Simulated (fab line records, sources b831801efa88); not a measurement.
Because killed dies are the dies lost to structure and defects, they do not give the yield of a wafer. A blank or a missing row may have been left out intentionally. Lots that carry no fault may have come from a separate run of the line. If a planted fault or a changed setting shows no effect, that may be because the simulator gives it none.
fab line records ; flow sky130
record lots=13; wafers=39; last-day=50
route steps=708 shown VIA2@520 METAL3@532 CAPM@538 PAD_OPEN@708
lots with no fault: from the same line, run without faults
start-h: the number of hours between the record's first day and the start of the first shown wafer of the lot ; wait-h: hours since the lot's step before ; " unchanged from the row above ; L1.1+2: several wafers, shown together as one row ; - value missing, or start not given ; * or withheld: withheld ; < > ~ a bound
route shown NAME@n: names a module that has steps shown in the file, with the first one's number in the route ; usual: the fault-free wafers' mean and standard deviation ; same: alike in all rows ; chamber/n: place in a boat ; sites: the reading at each site ; _std_site: their standard deviation ; _edge_site: mean of outer sites minus mean of inner sites ; radius-mm: for every site, how far away it sits from the centre of the wafer ; mask NAME#n: copy n ; behind: the last tool/chamber to shape the wafer ; hold: why the lot was held/for how many hours/how that ended ; device: names the non-switching transistor (n, p or np) ; end of line: tests run on the same wafers once the route is complete ; step lacking rows: just its recipe ; killed: the dies lost at the first sort to structure and to defects; this is not the yield of the wafer ; map: the dies of a wafer, with x for killed, . for not killed, _ for no die there
set.NAME: the setting as run; set.NAME@STEP: as run at that earlier step ; model.NAME: the simulator's own value behind a step, which no gauge read
the route's steps for a sample of lots (tables are steps, rows are wafers)
services: when a tool's chamber went out of use (start-h, in hours from the record's first day, below 0 if earlier), for how many hours, and the reason
## steps
# step SKY_VIA2_OVL_MEAS_13
# usual VIA2_OVL=-4/4.9
lot.wafer;tool;chamber;start-h;wait-h;VIA2_OVL[nm]
L556.2;overlay-01;-;841.28;0.1;2
L556.3;overlay-01;-;841.28;0.1;-5
L556.4;overlay-01;-;841.28;0.1;-3
L557.3;overlay-01;-;855.47;0.1;-4
L557.5;overlay-01;-;855.47;0.1;0
L557.6;overlay-01;-;855.47;0.1;-4
L558.2;overlay-01;-;859.09;0.1;-2
L558.4;overlay-01;-;859.09;0.1;-5
L558.6;overlay-01;-;859.09;0.1;-10
L559.1;overlay-02;-;873.53;0.1;-6
L559.3;overlay-02;-;873.53;0.1;-10
L559.5;overlay-02;-;873.53;0.1;-9
L560.2;overlay-01;-;879.19;0.1;-1
L560.4;overlay-01;-;879.19;0.1;-14
L560.5;overlay-01;-;879.19;0.1;-12
L562.1;overlay-01;-;891.11;0.1;-16
L562.3;overlay-01;-;891.11;0.1;-6
L562.5;overlay-01;-;891.11;0.1;-9
L563.1;overlay-01;-;908.31;0.1;-4
L563.2;overlay-01;-;908.31;0.1;-6
L563.4;overlay-01;-;908.31;0.1;-10
L565.3;overlay-02;-;920.39;0.1;-6
L565.4;overlay-02;-;920.39;0.1;-17
L565.5;overlay-02;-;920.39;0.1;-12
L568.4;overlay-01;-;940.70;0.1;-3
L568.5;overlay-01;-;940.70;0.1;-3
L568.6;overlay-01;-;940.70;0.1;-1
L569.1;overlay-02;-;944.01;0.1;2
L569.4;overlay-02;-;944.01;0.1;-1
L569.6;overlay-02;-;944.01;0.1;1
L570.1;overlay-02;-;955.13;0.1;2
L570.3;overlay-02;-;955.13;0.1;1
L570.4;overlay-02;-;955.13;0.1;-6
L571.1;overlay-01;-;961.83;0.1;-2
L571.4;overlay-01;-;961.83;0.1;-7
L571.6;overlay-01;-;961.83;0.1;-1
L576.2;overlay-02;-;1001.47;0.1;-5
L576.3;overlay-02;-;1001.47;0.1;-5
L576.6;overlay-02;-;1001.47;0.1;0
# step SKY_VIA2_SPUTTER_20
# recipe material=TiN; target-thk-nm=20; chamber-pressure-pa=5; power-w=4000; time-s=80
# usual chamber-pressure-pa=5.000/0.01; throttle-valve-pct=30.1/0.85
lot.wafer;tool;chamber;start-h;wait-h;chamber-pressure-pa;throttle-valve-pct
L556.2;pvd-sputter-03;-;842.04;0.0;4.991;30.1
L556.3;pvd-sputter-03;-;842.04;0.0;4.991;31.1
L556.4;pvd-sputter-03;-;842.04;0.0;4.996;30.0
L557.3;pvd-sputter-03;-;856.20;0.0;4.995;30.3
L557.5;pvd-sputter-03;-;856.20;0.0;5.012;29.9
L557.6;pvd-sputter-03;-;856.20;0.0;4.989;30.2
L558.2;pvd-sputter-01;-;859.82;0.0;4.993;28.8
L558.4;pvd-sputter-01;-;859.82;0.0;4.986;30.5
L558.6;pvd-sputter-01;-;859.82;0.0;5.013;28.5
L559.1;pvd-sputter-03;-;874.30;0.0;4.997;30.2
L559.3;pvd-sputter-03;-;874.30;0.0;5.008;31.4
L559.5;pvd-sputter-03;-;874.30;0.0;5.001;30.4
L560.2;pvd-sputter-01;-;879.92;0.0;5.001;28.5
L560.4;pvd-sputter-01;-;879.92;0.0;5.009;29.0
L560.5;pvd-sputter-01;-;879.92;0.0;5.001;30.2
L562.1;pvd-sputter-02;-;891.84;0.0;4.978;28.8
L562.3;pvd-sputter-02;-;891.84;0.0;4.997;30.1
L562.5;pvd-sputter-02;-;891.84;0.0;4.992;30.2
L563.1;pvd-sputter-01;-;909.08;0.0;4.994;30.1
L563.2;pvd-sputter-01;-;909.08;0.0;4.987;31.3
L563.4;pvd-sputter-01;-;909.08;0.0;5.003;29.3
L565.3;pvd-sputter-03;-;921.12;0.0;4.985;31.5
L565.4;pvd-sputter-03;-;921.12;0.0;5.006;30.4
L565.5;pvd-sputter-03;-;921.12;0.0;5.014;30.1
L568.4;pvd-sputter-02;-;941.41;0.0;4.987;29.8
L568.5;pvd-sputter-02;-;941.41;0.0;4.999;29.8
L568.6;pvd-sputter-02;-;941.41;0.0;5.003;28.7
L569.1;pvd-sputter-03;-;944.77;0.0;5.276;29.5
L569.4;pvd-sputter-03;-;944.77;0.0;5.002;30.2
L569.6;pvd-sputter-03;-;944.77;0.0;5.274;29.5
L570.1;pvd-sputter-02;-;955.87;0.0;5.006;30.0
L570.3;pvd-sputter-02;-;955.87;0.0;5.007;30.4
L570.4;pvd-sputter-02;-;955.87;0.0;4.990;28.8
L571.1;pvd-sputter-01;-;962.63;0.0;4.997;29.4
L571.4;pvd-sputter-01;-;962.63;0.0;4.988;30.2
L571.6;pvd-sputter-01;-;962.63;0.0;4.986;28.6
L576.2;pvd-sputter-01;-;1002.23;0.0;5.008;29.3
L576.3;pvd-sputter-01;-;1002.23;0.0;5.004;28.6
L576.6;pvd-sputter-01;-;1002.23;0.0;4.991;29.1
# step SKY_METAL3_SPUTTER_00
# recipe material=Ti; target-thk-nm=15; power-w=2917; time-s=10; chamber-pressure-pa=0.4
# usual chamber-pressure-pa=0.4000/0.00082; throttle-valve-pct=30.2/0.79
lot.wafer;tool;chamber;start-h;wait-h;chamber-pressure-pa;throttle-valve-pct
L556.2;pvd-sputter-01;-;842.71;0.1;0.4007;30.2
L556.3;pvd-sputter-01;-;842.71;0.1;0.3989;28.5
L556.4;pvd-sputter-01;-;842.71;0.1;0.4000;31.4
L557.3;pvd-sputter-04;-;856.87;0.1;0.3980;30.4
L557.5;pvd-sputter-04;-;856.87;0.1;0.3990;29.7
L557.6;pvd-sputter-04;-;856.87;0.1;0.3996;30.3
L558.2;pvd-sputter-04;-;860.49;0.2;0.3998;31.3
L558.4;pvd-sputter-04;-;860.49;0.2;0.4007;29.8
L558.6;pvd-sputter-04;-;860.49;0.2;0.3999;29.8
L559.1;pvd-sputter-04;-;874.97;0.2;0.4004;30.1
L559.3;pvd-sputter-04;-;874.97;0.2;0.3985;31.4
L559.5;pvd-sputter-04;-;874.97;0.2;0.3991;31.2
L560.2;pvd-sputter-04;-;880.59;0.1;0.4011;30.2
L560.4;pvd-sputter-04;-;880.59;0.1;0.4000;30.6
L560.5;pvd-sputter-04;-;880.59;0.1;0.4012;30.4
L562.1;pvd-sputter-04;-;892.51;0.2;0.3996;29.6
L562.3;pvd-sputter-04;-;892.51;0.2;0.3994;30.4
L562.5;pvd-sputter-04;-;892.51;0.2;0.3997;29.9
L563.1;pvd-sputter-02;-;910.03;0.1;0.4000;30.1
L563.2;pvd-sputter-02;-;910.03;0.1;0.3991;28.6
L563.4;pvd-sputter-02;-;910.03;0.1;0.4004;30.4
L565.3;pvd-sputter-01;-;921.79;0.1;0.4002;31.5
L565.4;pvd-sputter-01;-;921.79;0.1;0.3983;28.6
L565.5;pvd-sputter-01;-;921.79;0.1;0.4004;29.1
L568.4;pvd-sputter-04;-;942.09;0.1;0.4007;30.6
L568.5;pvd-sputter-04;-;942.09;0.1;0.4000;30.4
L568.6;pvd-sputter-04;-;942.09;0.1;0.4002;30.6
L569.1;pvd-sputter-04;-;945.44;0.2;0.3996;30.3
L569.4;pvd-sputter-04;-;945.44;0.2;0.3996;30.6
L569.6;pvd-sputter-04;-;945.44;0.2;0.4002;30.1
L570.1;pvd-sputter-04;-;956.54;0.2;0.4003;30.8
L570.3;pvd-sputter-04;-;956.54;0.2;0.3998;30.3
L570.4;pvd-sputter-04;-;956.54;0.2;0.3997;29.8
L571.1;pvd-sputter-04;-;963.30;0.2;0.4010;29.7
L571.4;pvd-sputter-04;-;963.30;0.2;0.3991;31.2
L571.6;pvd-sputter-04;-;963.30;0.2;0.4007;30.1
L576.2;pvd-sputter-04;-;1002.90;0.1;0.4015;31.2
L576.3;pvd-sputter-04;-;1002.90;0.1;0.4003;30.3
L576.6;pvd-sputter-04;-;1002.90;0.1;0.3996;31.6
# step SKY_CAPM_THK_MEAS_01
# recipe reads=SiO2_of_CAPM_CVD_00
# usual CAPM_CVD_00_THK=15.43/0.25
lot.wafer;tool;chamber;start-h;wait-h;CAPM_CVD_00_THK[nm]
L556.2;film-metro-04;-;842.90;-;15.05
L556.3;film-metro-04;-;842.90;-;15.39
L556.4;film-metro-04;-;842.90;-;15.29
L557.3;film-metro-03;-;857.07;-;15.49
L557.5;film-metro-03;-;857.07;-;15.46
L557.6;film-metro-03;-;857.07;-;15.90
L558.2;film-metro-03;-;860.68;-;15.42
L558.4;film-metro-03;-;860.68;-;16.22
L558.6;film-metro-03;-;860.68;-;15.65
L559.1;film-metro-03;-;875.15;-;15.19
L559.3;film-metro-03;-;875.15;-;15.37
L559.5;film-metro-03;-;875.15;-;15.44
L560.2;film-metro-03;-;880.78;-;15.06
L560.4;film-metro-03;-;880.78;-;15.47
L560.5;film-metro-03;-;880.78;-;15.61
L562.1;film-metro-01;-;892.69;-;15.77
L562.3;film-metro-01;-;892.69;-;15.36
L562.5;film-metro-01;-;892.69;-;15.89
L563.1;film-metro-03;-;910.21;-;15.43
L563.2;film-metro-03;-;910.21;-;15.29
L563.4;film-metro-03;-;910.21;-;15.62
L565.3;film-metro-03;-;921.98;-;15.43
L565.4;film-metro-03;-;921.98;-;15.40
L565.5;film-metro-03;-;921.98;-;15.37
L568.4;film-metro-01;-;942.29;-;15.84
L568.5;film-metro-01;-;942.29;-;15.50
L568.6;film-metro-01;-;942.29;-;16.02
L569.1;film-metro-03;-;945.62;-;15.45
L569.4;film-metro-03;-;945.62;-;15.53
L569.6;film-metro-03;-;945.62;-;15.42
L570.1;film-metro-04;-;956.72;-;15.21
L570.3;film-metro-04;-;956.72;-;15.31
L570.4;film-metro-04;-;956.72;-;15.54
L571.1;film-metro-01;-;963.48;-;15.44
L571.4;film-metro-01;-;963.48;-;15.32
L571.6;film-metro-01;-;963.48;-;15.69
L576.2;film-metro-03;-;1003.09;-;15.28
L576.3;film-metro-03;-;1003.09;-;15.35
L576.6;film-metro-03;-;1003.09;-;15.62
# step SKY_PAD_OPEN_PROBE_99
# usual defect-limited-yield=82.6/2.1; killed_at_M0_to_M3=42/7.6; killed_at_M4_up=3.4/2; killed-at-contacts=24/5.9; killed-at-front-end=16/4.5; killed-at-other=0.4/0.58; killed-dies=86/10; killed-open=47/7.6; killed-short=39/6.7; sort_bin_3_pad_short=0.9/0.42; sort_bin_5_function=10.3/1.7; sort_bin_6_memory=6.2/1.2; sort-n-pass=406/10; sort-yield-pct=82.6/2.1
# same gross-dies=492; killed-at-back-side=0; sort_bin_4_leakage[%]=0; sort_bin_8_speed[%]=0
lot.wafer;tool;chamber;start-h;wait-h;defect-limited-yield[%];killed_at_M0_to_M3;killed_at_M4_up;killed-at-contacts;killed-at-front-end;killed-at-other;killed-dies;killed-open;killed-short;sort_bin_3_pad_short[%];sort_bin_5_function[%];sort_bin_6_memory[%];sort-n-pass;sort-yield-pct[%]
L558.2;prober-02;-;1087.33;0.1;84.3;38;5;18;15;1;77;34;42;1.4;8.7;5.5;415;84.3
L558.4;prober-02;-;1087.43;0.2;79.1;42;3;29;28;1;103;58;45;1.2;10.8;8.9;389;79.1
L558.6;prober-02;-;1087.53;0.2;81.5;48;2;20;20;1;91;49;40;1.0;9.8;7.7;401;81.5
L562.1;prober-02;-;1110.84;0.1;81.7;38;3;33;15;1;90;52;37;1.8;10.8;5.7;402;81.7
L562.3;prober-02;-;1110.94;0.2;80.5;49;3;24;18;2;96;60;34;1.6;10.2;7.7;396;80.5
L562.5;prober-02;-;1111.04;0.2;83.7;38;5;22;15;0;80;37;42;1.8;8.7;5.7;412;83.7
L563.1;prober-02;-;1124.18;0.1;77.8;55;5;28;21;0;109;57;52;0.4;12.0;9.8;383;77.8
L563.2;prober-02;-;1124.23;0.1;82.7;47;1;25;12;0;85;44;41;0.4;11.4;5.5;407;82.7
L563.4;prober-02;-;1124.33;0.2;88.0;31;3;10;15;0;59;25;34;0.8;6.5;4.7;433;88.0
L570.1;prober-02;-;1160.26;0.1;82.7;39;3;20;23;0;85;44;41;0.6;8.5;8.1;407;82.7
L570.3;prober-02;-;1160.36;0.2;83.1;38;4;13;28;0;83;43;40;0.6;9.3;6.9;409;83.1
L570.4;prober-02;-;1160.41;0.2;85.6;39;3;17;12;0;71;33;38;0.6;9.3;4.5;421;85.6
L571.1;prober-02;-;1166.68;0.1;80.7;48;7;26;14;0;95;49;44;1.2;11.8;6.3;397;80.7
L571.4;prober-02;-;1166.83;0.2;79.5;49;7;31;14;0;101;54;47;1.0;11.6;7.9;391;79.5
L571.6;prober-02;-;1166.93;0.2;79.9;49;3;34;13;0;99;56;40;1.2;11.2;7.7;393;79.9
L576.2;prober-02;-;1193.28;0.1;80.3;40;7;33;16;1;97;63;34;1.0;12.2;6.5;395;80.3
L576.3;prober-02;-;1193.33;0.2;81.3;43;4;30;15;0;92;52;40;1.0;10.2;7.5;400;81.3
L576.6;prober-02;-;1193.48;0.2;78.9;44;4;36;20;0;104;53;51;0.8;12.8;7.5;388;78.9
# killed by level:class
L558.2 VIA1:geometric-particle:open=8 FIELD_ISO:geometric-particle:short=6 VIA1:geometric-particle:short=6 LI_CONTACT:geometric-particle:open=5 CONTACT:geometric-particle:open=5 CONTACT:geometric-particle:short=4 METAL1:geometric-particle:short=4 VIA2:geometric-particle:open=4
L558.4 CONTACT:geometric-particle:open=12 POLY_GATE:geometric-particle:open=11 VIA1:geometric-particle:open=10 LI_CONTACT:geometric-particle:open=8 METAL2:geometric-particle:short=8 LOCAL_INTERCONNECT:geometric-particle:short=5 FIELD_ISO:geometric-particle:short=5 SPACER:geometric-particle:open=5
L558.6 VIA1:geometric-particle:open=13 CONTACT:geometric-particle:open=10 VIA1:geometric-particle:short=9 METAL1:geometric-particle:short=7 VIA2:geometric-particle:open=6 FIELD_ISO:geometric-particle:open=5 POLY_GATE:geometric-particle:open=4 SPACER:geometric-particle:short=3
L562.1 CONTACT:geometric-particle:open=16 VIA3:geometric-particle:open=9 VIA1:geometric-particle:open=8 METAL3:geometric-particle:short=6 LI_CONTACT:geometric-particle:open=5 CONTACT:geometric-particle:short=5 METAL2:geometric-particle:short=5 FIELD_ISO:geometric-particle:short=3
L562.3 CONTACT:geometric-particle:open=12 VIA1:geometric-particle:open=9 FIELD_ISO:geometric-particle:open=8 VIA2:geometric-particle:open=8 VIA1:geometric-particle:short=8 POLY_GATE:geometric-particle:open=5 LI_CONTACT:geometric-particle:open=5 VIA2:geometric-particle:short=5
L562.5 VIA1:geometric-particle:open=10 CONTACT:geometric-particle:open=7 METAL2:geometric-particle:short=6 POLY_GATE:geometric-particle:short=5 LI_CONTACT:geometric-particle:open=5 VIA3:geometric-particle:short=5 POLY_GATE:geometric-particle:open=4 CONTACT:geometric-particle:short=4
L563.1 VIA2:geometric-particle:open=12 VIA1:geometric-particle:open=12 CONTACT:geometric-particle:open=10 CONTACT:geometric-particle:short=7 VIA3:geometric-particle:open=7 FIELD_ISO:geometric-particle:open=6 FIELD_ISO:geometric-particle:short=6 METAL1:geometric-particle:short=6
L563.2 VIA1:geometric-particle:open=12 CONTACT:geometric-particle:open=9 VIA1:geometric-particle:short=7 VIA3:geometric-particle:open=7 LI_CONTACT:geometric-particle:open=5 LOCAL_INTERCONNECT:geometric-particle:short=5 CONTACT:geometric-particle:short=5 METAL1:geometric-particle:short=5
L563.4 METAL2:geometric-particle:short=6 VIA1:geometric-particle:open=6 POLY_GATE:geometric-particle:short=5 METAL1:geometric-particle:short=5 FIELD_ISO:geometric-particle:short=4 FIELD_ISO:geometric-particle:open=3 LOCAL_INTERCONNECT:geometric-particle:short=3 VIA3:geometric-particle:open=3
L570.1 VIA1:geometric-particle:open=8 VIA3:geometric-particle:open=7 FIELD_ISO:geometric-particle:short=6 POLY_GATE:geometric-particle:open=6 VIA2:geometric-particle:open=6 VIA1:geometric-particle:short=5 CONTACT:geometric-particle:open=5 METAL1:geometric-particle:short=5
L570.3 FIELD_ISO:geometric-particle:open=10 METAL1:geometric-particle:short=9 FIELD_ISO:geometric-particle:short=7 VIA3:geometric-particle:open=7 POLY_GATE:geometric-particle:short=6 CONTACT:geometric-particle:open=6 VIA1:geometric-particle:short=5 VIA2:geometric-particle:open=5
L570.4 VIA1:geometric-particle:short=9 VIA1:geometric-particle:open=7 METAL2:geometric-particle:short=7 POLY_GATE:geometric-particle:open=6 CONTACT:geometric-particle:open=6 VIA3:geometric-particle:open=5 LOCAL_INTERCONNECT:geometric-particle:short=4 METAL1:geometric-particle:short=4
L571.1 VIA1:geometric-particle:open=12 LI_CONTACT:geometric-particle:open=11 CONTACT:geometric-particle:open=8 VIA1:geometric-particle:short=7 METAL1:geometric-particle:short=5 VIA2:geometric-particle:open=5 FIELD_ISO:geometric-particle:open=4 METAL2:geometric-particle:short=4
L571.4 VIA1:geometric-particle:open=13 CONTACT:geometric-particle:open=10 LI_CONTACT:geometric-particle:open=8 VIA3:geometric-particle:short=6 VIA2:geometric-particle:open=6 METAL2:geometric-particle:short=6 VIA3:geometric-particle:open=5 METAL4:geometric-particle:short=5
L571.6 LI_CONTACT:geometric-particle:open=13 CONTACT:geometric-particle:open=8 VIA1:geometric-particle:open=8 VIA2:geometric-particle:open=8 CONTACT:geometric-particle:short=7 VIA3:geometric-particle:open=6 METAL2:geometric-particle:short=5 METAL2:geometric-particle:open=5
L576.2 CONTACT:geometric-particle:open=17 VIA1:geometric-particle:open=10 CONTACT:geometric-particle:short=8 VIA3:geometric-particle:open=7 POLY_GATE:geometric-particle:open=5 METAL4:geometric-particle:short=5 LI_CONTACT:geometric-particle:open=5 METAL2:geometric-particle:open=5
L576.3 CONTACT:geometric-particle:open=9 LOCAL_INTERCONNECT:geometric-particle:short=8 VIA1:geometric-particle:open=8 VIA3:geometric-particle:open=8 LI_CONTACT:geometric-particle:open=6 VIA2:geometric-particle:open=6 CONTACT:geometric-particle:short=5 VIA1:geometric-particle:short=5
L576.6 CONTACT:geometric-particle:open=13 CONTACT:geometric-particle:short=9 VIA1:geometric-particle:open=9 VIA1:geometric-particle:short=8 VIA2:geometric-particle:open=8 VIA3:geometric-particle:open=7 POLY_GATE:geometric-particle:short=7 LI_CONTACT:geometric-particle:open=7
## services
tool;chamber;start-h;hours;kind
pvd-sputter-01;-;840.20;2.1;repair
pvd-sputter-02;-;840.35;2.9;repair
pvd-sputter-03;-;888.76;3.9;repair
pvd-sputter-01;-;932.96;5.0;repair
pvd-sputter-01;-;941.20;2.6;repair
pvd-sputter-04;-;988.66;1.4;repair
## key
first-sign step=SKY_VIA2_SPUTTER_20; reading=chamber-pressure-pa; direction=up; sigmas=27; usual=5.000; struck=5.275
effect none on later readings
met-at SKY_VIA2_SPUTTER_20
struck-lots L569
struck-wafers L569.1,L569.6
not-acting-at SKY_VIA2_OVL_MEAS_13,SKY_METAL3_SPUTTER_00,SKY_CAPM_THK_MEAS_01
onset-between 921.12 944.77
fault kind=process-parameter-drift; tool=pvd-sputter-03; chamber=-; onset-h=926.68; steps=SKY_VIA2_SPUTTER_20; channel=chamber-pressure-pa; offset=0.26623; shape=step; end-h=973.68; acts-in=these-recipes-only; stated=5; scope=struck-wafers-only
